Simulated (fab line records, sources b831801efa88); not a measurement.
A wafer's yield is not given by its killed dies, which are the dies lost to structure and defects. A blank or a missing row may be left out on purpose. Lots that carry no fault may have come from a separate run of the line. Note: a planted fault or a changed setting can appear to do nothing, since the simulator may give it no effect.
Split-lot study :: flow gf180mcu :: 23 wafers read from 5 lots, route of 602 steps

## THE SPLIT
At GF_HV_LDD_COAT_14 (resist thk 1000 nm), the setting resist thk nm was moved away from the recipe's 1000 nm on 4 of the 23 wafers read, by -4.9% to +4.1%. This setting was run at the recipe's value on the other wafers.

The reading is taken at the split's own step.

## THE READING
NOVOLAK_of_HV_LDD_COAT_14.thk nm (the simulator's own value, which no gauge read), in nm, at GF_HV_LDD_COAT_14 (resist thk 1000 nm). The file does not state a usual value for it. The 19 wafers here that ran the recipe average 1000.5 nm, standard deviation 3.8 nm.

wafer: L076.1
tool, chamber at the split: litho track-04, 0
resist thk nm as run, nm: 1000
against the recipe: recipe
NOVOLAK_of_HV_LDD_COAT_14.thk nm, nm: 1004
against lot-mates on the recipe: -

wafer: L076.5
tool, chamber at the split: litho track-04, 0
resist thk nm as run, nm: 1000
against the recipe: recipe
NOVOLAK_of_HV_LDD_COAT_14.thk nm, nm: 1004
against lot-mates on the recipe: -

wafer: L076.4
tool, chamber at the split: litho track-04, 0
resist thk nm as run, nm: 1000
against the recipe: recipe
NOVOLAK_of_HV_LDD_COAT_14.thk nm, nm: 1002
against lot-mates on the recipe: -

wafer: L077.1
tool, chamber at the split: litho track-01, 0
resist thk nm as run, nm: 1000
against the recipe: recipe
NOVOLAK_of_HV_LDD_COAT_14.thk nm, nm: 1003
against lot-mates on the recipe: -

wafer: L077.2
tool, chamber at the split: litho track-01, 0
resist thk nm as run, nm: 950.9
against the recipe: -4.9%
NOVOLAK_of_HV_LDD_COAT_14.thk nm, nm: 953.7
against lot-mates on the recipe: -50.0

wafer: L077.3
tool, chamber at the split: litho track-01, 0
resist thk nm as run, nm: 1000
against the recipe: recipe
NOVOLAK_of_HV_LDD_COAT_14.thk nm, nm: 1002
against lot-mates on the recipe: -

wafer: L077.5
tool, chamber at the split: litho track-01, 0
resist thk nm as run, nm: 1000
against the recipe: recipe
NOVOLAK_of_HV_LDD_COAT_14.thk nm, nm: 1006
against lot-mates on the recipe: -

wafer: L077.6
tool, chamber at the split: litho track-01, 0
resist thk nm as run, nm: 950.9
against the recipe: -4.9%
NOVOLAK_of_HV_LDD_COAT_14.thk nm, nm: 955.5
against lot-mates on the recipe: -48.2

wafer: L081.1
tool, chamber at the split: litho track-01, 0
resist thk nm as run, nm: 1000
against the recipe: recipe
NOVOLAK_of_HV_LDD_COAT_14.thk nm, nm: 994.8
against lot-mates on the recipe: -

wafer: L081.2
tool, chamber at the split: litho track-01, 0
resist thk nm as run, nm: 1000
against the recipe: recipe
NOVOLAK_of_HV_LDD_COAT_14.thk nm, nm: 994.9
against lot-mates on the recipe: -

wafer: L081.4
tool, chamber at the split: litho track-01, 0
resist thk nm as run, nm: 1000
against the recipe: recipe
NOVOLAK_of_HV_LDD_COAT_14.thk nm, nm: 996.4
against lot-mates on the recipe: -

wafer: L081.5
tool, chamber at the split: litho track-01, 0
resist thk nm as run, nm: 1041
against the recipe: +4.1%
NOVOLAK_of_HV_LDD_COAT_14.thk nm, nm: 1035
against lot-mates on the recipe: +39.6

wafer: L081.6
tool, chamber at the split: litho track-01, 0
resist thk nm as run, nm: 1041
against the recipe: +4.1%
NOVOLAK_of_HV_LDD_COAT_14.thk nm, nm: 1037
against lot-mates on the recipe: +41.6

wafer: L082.1
tool, chamber at the split: litho track-01, 0
resist thk nm as run, nm: 1000
against the recipe: recipe
NOVOLAK_of_HV_LDD_COAT_14.thk nm, nm: 997.5
against lot-mates on the recipe: -

wafer: L082.2
tool, chamber at the split: litho track-01, 0
resist thk nm as run, nm: 1000
against the recipe: recipe
NOVOLAK_of_HV_LDD_COAT_14.thk nm, nm: 999.4
against lot-mates on the recipe: -

wafer: L082.3
tool, chamber at the split: litho track-01, 0
resist thk nm as run, nm: 1000
against the recipe: recipe
NOVOLAK_of_HV_LDD_COAT_14.thk nm, nm: 995.3
against lot-mates on the recipe: -

wafer: L082.4
tool, chamber at the split: litho track-01, 0
resist thk nm as run, nm: 1000
against the recipe: recipe
NOVOLAK_of_HV_LDD_COAT_14.thk nm, nm: 994.7
against lot-mates on the recipe: -

wafer: L082.5
tool, chamber at the split: litho track-01, 0
resist thk nm as run, nm: 1000
against the recipe: recipe
NOVOLAK_of_HV_LDD_COAT_14.thk nm, nm: 997.6
against lot-mates on the recipe: -

wafer: L083.1
tool, chamber at the split: litho track-04, 0
resist thk nm as run, nm: 1000
against the recipe: recipe
NOVOLAK_of_HV_LDD_COAT_14.thk nm, nm: 1003
against lot-mates on the recipe: -

wafer: L083.6
tool, chamber at the split: litho track-04, 0
resist thk nm as run, nm: 1000
against the recipe: recipe
NOVOLAK_of_HV_LDD_COAT_14.thk nm, nm: 1003
against lot-mates on the recipe: -

wafer: L083.2
tool, chamber at the split: litho track-04, 0
resist thk nm as run, nm: 1000
against the recipe: recipe
NOVOLAK_of_HV_LDD_COAT_14.thk nm, nm: 1004
against lot-mates on the recipe: -

wafer: L083.3
tool, chamber at the split: litho track-04, 0
resist thk nm as run, nm: 1000
against the recipe: recipe
NOVOLAK_of_HV_LDD_COAT_14.thk nm, nm: 1004
against lot-mates on the recipe: -

wafer: L083.4
tool, chamber at the split: litho track-04, 0
resist thk nm as run, nm: 1000
against the recipe: recipe
NOVOLAK_of_HV_LDD_COAT_14.thk nm, nm: 1004
against lot-mates on the recipe: -

FIT RESULTS
A straight line over all 23 wafers: NOVOLAK_of_HV_LDD_COAT_14.thk nm changes by +9.06 nm for each +1% of resist thk nm; r = +0.98; the points scatter about the line by 3.7 nm.
The same after taking each lot's own level away (the mean of its wafers on the recipe; 23 wafers): +9.96 nm for each +1%; r = +1.00; scatter 1.2 nm.
That fit puts the effect of the largest move of resist thk nm on the reading at 49 nm.
Measured against the standard deviation above, the lots' own levels, which go from 995.37 to 1003.67 nm, span 2.2 times it.
Consequently the slope shifts little with the lot-to-lot level, the two slopes agreeing.
Check: for one of the wafers moved furthest among these (-4.9%), held out of the fit, the line's prediction against its lot-mates is -48.4 nm. Against them it came out at -50 nm.

## THESE WAFERS: OTHER SPLITS
Other splits were also applied to these wafers ahead of the reading. Each is held against what the fit with the lots' levels taken away leaves over:
other split on the same wafers: GF_VT_IMPLANT_IMPLANT_41 dose cm2
wafers away from the commonest value: 9
r with NOVOLAK_of_HV_LDD_COAT_14.thk nm (lot level and that fit taken away): -0.07

other split on the same wafers: GF_POLY_GATE_CVD_00 time s
wafers away from the commonest value: 15
r with NOVOLAK_of_HV_LDD_COAT_14.thk nm (lot level and that fit taken away): -0.01

other split on the same wafers: GF_HV_LDD_DEVELOP_06 develop time s
wafers away from the commonest value: 8
r with NOVOLAK_of_HV_LDD_COAT_14.thk nm (lot level and that fit taken away): +0.06

## THE WHOLE CHAIN: every reading that the file lists as answering this split, in the file's order
step: GF_HV_LDD_COAT_14
what it does: resist thk 1000 nm
reading: NOVOLAK_of_HV_LDD_COAT_14.thk nm (the simulator's own value, which no gauge read)
change (the file's fit): +9.99 nm for each +1% of the setting
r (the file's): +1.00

step: GF_HV_LDD_STRIP_22
what it does: strips in O2/N2
reading: strip time to endpoint s
change (the file's fit): withheld for each +1% of the setting
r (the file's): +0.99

## FILE'S OWN FIT
NOVOLAK_of_HV_LDD_COAT_14.thk nm changes by +9.99 nm for each +1% of resist thk nm, r = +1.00.
